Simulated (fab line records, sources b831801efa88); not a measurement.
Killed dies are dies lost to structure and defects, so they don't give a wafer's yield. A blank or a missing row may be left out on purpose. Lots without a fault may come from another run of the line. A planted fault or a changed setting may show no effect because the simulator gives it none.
A struck lot beside a sound one | flow sky130 | 15 steps out of a route of 708
Sound: wafers L271.1, L271.2, L271.6. Struck: wafers L288.1, L288.2, L288.5. The cause comes at the end.
At each step with rows: each side's tool, then ch and its chambers, then its first start. Under that, the readings that differ: sound wafers | struck wafers | difference of the means | sigmas: that difference in standard deviations of wafers without a fault.
alike: readings whose means differ by less than 2 such deviations, and words and numbers that are the same on both sides. not compared: withheld readings, readings that some wafer has no value for, bounds like >300 that may hide the same value, and numbers for which the record gives no deviation and whose values overlap.
The two part at a step that has a row with sigmas, a row that says differs or no value, or rows on one side only. Numbers that don't overlap but have no deviation are shown without sigmas and don't part them. A reading that every wafer of one side lacks parts them only if that side has two wafers or more.

first, 1 step without rows for these wafers: SKY_FIELD_ISO_OXIDATION_22 (stabilise 600 s, purge 300 s, target thk 10 nm).
SKY_FIELD_ISO_THK_MEAS_23:
  sound on film_metro-01, day 2 13:38; struck on film_metro-03, day 6 09:57
  reading                         | sound          | struck         | difference | sigmas
  FIELD_ISO_OXIDATION_01_THK (nm) | 9.28 9.43 9.07 | 8.87 9.08 8.79 | -0.35      | -2
then, 1 step without rows for these wafers: SKY_FIELD_ISO_CVD_24 (deposits SiO2, target thk 595 nm, time 99.2 s).
SKY_FIELD_ISO_THK_MEAS_25:
  sound on film_metro-04, day 2 13:46; struck on film_metro-04, day 6 10:05
  alike: FIELD_ISO_CVD_24_THK
then, 1 step without rows for these wafers: SKY_FIELD_ISO_ANNEAL_26 (time 1800 s).
SKY_FIELD_ISO_CMP_27: polishes, stops on Si3N4, t overpolish 16 s, target thk 457.8 nm.
  sound on cmp-02 ch 1,2, day 2 15:40; struck on cmp-02 ch 0,2,3, day 6 14:19
  alike: motor_current_A, overpolish_run_s, time_to_endpoint_s
then, 5 steps without rows for these wafers: SKY_FIELD_ISO_WET_ETCH_28 (etches SiO2 in dHF, target depth 23.7 nm, time 47 s); SKY_FIELD_ISO_WET_ETCH_29 (etches Si3N4 in H3PO4, target depth 160 nm, time 1825 s); SKY_FIELD_ISO_WET_ETCH_30 (etches SiO2 in dHF, target depth 25 nm, time 50 s); SKY_NWELL_CLEAN_00 (cleans in SC1/SC2, time 150 s); SKY_NWELL_OXIDATION_01 (stabilise 600 s, purge 300 s, target thk 10 nm).
SKY_NWELL_THK_MEAS_02:
  sound on film_metro-04, day 2 23:20; struck on film_metro-02, day 6 23:55
  alike: NWELL_OXIDATION_THK
SKY_DNWELL_DEHYDRATE_00: time 60 s.
  sound on litho_track-01 ch 0, day 3 05:53; struck on litho_track-04 ch 0, day 7 08:29
  reading                  | sound                | struck               | difference | sigmas
  heater_power_total_W (W) | 160.36 160.41 160.29 | 175.12 174.78 174.78 | +14.54     | +99 or more
  run_length_s (s)         | 89.25 89.17 89.36    | 75.04 74.88 74.73    | -14.38     | -99 or more
  alike: resist_line_temp_C
then, 1 step without rows for these wafers: SKY_DNWELL_HMDS_01 (prime time 60 s).
-- the record jumps here: 43 days lie between the struck wafers' starts before and after (it left off in module DNWELL and takes up again in module PAD_OPEN, whose first step shown is number 708 of the route) --
SKY_PAD_OPEN_PROBE_99:
  sound on prober-01, day 46 07:01; struck on prober-01, day 50 08:06
  alike: killed_at_M0_to_M3, killed_at_M4_up, killed_at_contacts, killed_at_front_end, killed_at_other, killed_dies, killed_open, killed_short

WHERE THEY PART
First at SKY_FIELD_ISO_THK_MEAS_23; last, within this record, at SKY_DNWELL_DEHYDRATE_00. Later steps at which nothing parts them and some readings are alike: SKY_PAD_OPEN_PROBE_99.

WHY: what the simulator had put in
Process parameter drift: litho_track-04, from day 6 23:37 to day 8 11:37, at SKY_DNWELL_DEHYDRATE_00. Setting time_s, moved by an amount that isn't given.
